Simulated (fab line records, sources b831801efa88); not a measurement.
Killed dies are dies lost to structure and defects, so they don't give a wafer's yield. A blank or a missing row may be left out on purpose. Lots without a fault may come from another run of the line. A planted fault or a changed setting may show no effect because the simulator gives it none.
Tool commonality check | flow sky130 | 12 lots, 36 wafers sampled

WHY IT WAS OPENED
At SKY_LDD_P_TW_MEAS_11 the reading LDD_P_TW is flagged on 2 of 12 lots. Wafers without a fault read 643, standard deviation 5.
Rule: a lot is flagged when every wafer of it that has a number lies more than 4 standard deviations from that mean, or none has a number. The other lots count as sound.

lot  | measured     | on            | LDD_P_TW, wafer by wafer | flag
L369 | day 19 01:52 | film_metro-03 | 647 644 649              |
L372 | day 19 15:51 | film_metro-01 | 642 641 646              |
L370 | day 19 16:20 | film_metro-01 | 639 638 643              |
L374 | day 20 08:00 | film_metro-03 | 644 646 647              |
L377 | day 21 18:44 | film_metro-03 | 651 649 646              |
L379 | day 22 23:26 | film_metro-03 | 649 647 648              |
L380 | day 23 19:39 | film_metro-02 | 637 639 638              |
L382 | day 23 23:35 | film_metro-01 | 551 549 546              | FLAGGED
L383 | day 24 08:08 | film_metro-02 | 554 556 556              | FLAGGED
L390 | day 26 19:17 | film_metro-02 | 638 640 636              |
L391 | day 27 01:59 | film_metro-03 | 653 649 647              |
L392 | day 27 09:38 | film_metro-02 | 638 635 637              |
The numbers of the flagged lots are 552 on average: -91 against the usual, or -18 standard deviations.

WHICH TOOL RAN EACH LOT
The record holds 2 process steps before the reading, out of a route of 708 steps. In each cell: the tool, then ch and the chambers that the sampled wafers went through, then the start.
lot  | flag    | SKY_SONOS_ONO_ETCH_15              | SKY_LDD_P_IMPLANT_09
L369 |         | rie_diel-04 ch 1, day 12 08:47     | implanter-04 ch 0, day 19 01:37
L372 |         | rie_diel-01 ch 1,2, day 13 05:58   | implanter-04 ch 0, day 19 15:36
L370 |         | rie_diel-01 ch 0,1,2, day 12 21:37 | implanter-01 ch 0, day 19 16:05
L374 |         | rie_diel-01 ch 1,2,3, day 13 19:55 | implanter-01 ch 0, day 20 07:45
L377 |         | rie_diel-01 ch 0,1,3, day 15 00:08 | implanter-04 ch 0, day 21 18:30
L379 |         | rie_diel-03 ch 1,3, day 15 19:16   | implanter-01 ch 0, day 22 23:12
L380 |         | rie_diel-04 ch 0,1, day 16 22:13   | implanter-04 ch 0, day 23 19:26
L382 | FLAGGED | rie_diel-01 ch 1,2,3, day 16 22:44 | implanter-01 ch 0, day 23 23:20
L383 | FLAGGED | rie_diel-01 ch 0,1,2, day 17 09:26 | implanter-01 ch 0, day 24 07:53
L390 |         | rie_diel-03 ch 0,1,3, day 20 01:13 | implanter-04 ch 0, day 26 19:04
L391 |         | rie_diel-01 ch 0,1,2, day 20 08:07 | implanter-04 ch 0, day 27 01:46
L392 |         | rie_diel-01 ch 0,1,3, day 20 17:35 | implanter-04 ch 0, day 27 09:24
What these steps do:
- SKY_SONOS_ONO_ETCH_15: etches the open film in CHF3/O2, target depth 19.52 nm, time 7.8 s.
- SKY_LDD_P_IMPLANT_09
- SKY_LDD_P_TW_MEAS_11

FLAGGED OVER TOTAL, TOOL BY TOOL (the gauges that took the reading come last)
step                  | tool          | lots run | flagged | share of the flagged lots | sound lots run after its first flagged lot
SKY_SONOS_ONO_ETCH_15 | rie_diel-01   | 8        | 2       | all                       | 2 (L391,L392)
SKY_SONOS_ONO_ETCH_15 | rie_diel-03   | 2        | 0       | none                      | -
SKY_SONOS_ONO_ETCH_15 | rie_diel-04   | 2        | 0       | none                      | -
SKY_LDD_P_IMPLANT_09  | implanter-01  | 5        | 2       | all                       | 0
SKY_LDD_P_IMPLANT_09  | implanter-04  | 7        | 0       | none                      | -
SKY_LDD_P_TW_MEAS_11  | film_metro-01 | 3        | 1       | some                      | 0
SKY_LDD_P_TW_MEAS_11  | film_metro-02 | 4        | 1       | some                      | 2 (L390,L392)
SKY_LDD_P_TW_MEAS_11  | film_metro-03 | 5        | 0       | none                      | -

WHAT THE TABLE ALLOWS
2 rows of the table ran every flagged lot: rie_diel-01 at SKY_SONOS_ONO_ETCH_15, implanter-01 at SKY_LDD_P_IMPLANT_09.
- rie_diel-01 at SKY_SONOS_ONO_ETCH_15: 2 of its 8 lots flagged. Sound lots ran on it after the first flagged one (L391, L392), which a lasting fault on the whole tool wouldn't allow.
- implanter-01 at SKY_LDD_P_IMPLANT_09: 2 of its 5 lots flagged. Its last sound lot is L379 (day 22 23:12), its first flagged lot L382 (day 23 23:20): a fault that began between those two fits. Its own readings lie more than 4 standard deviations out on every wafer of the flagged lots: dose_ions_cm2, faraday_current_uA.
One tool is left: implanter-01 at SKY_LDD_P_IMPLANT_09.

WHAT THE SIMULATOR HAD PUT IN
Process parameter drift: implanter-01, from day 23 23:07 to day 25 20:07, at SKY_LDD_P_IMPLANT_09. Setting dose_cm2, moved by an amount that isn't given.
Lots struck among those shown: L382, L383. The rule above found the same.
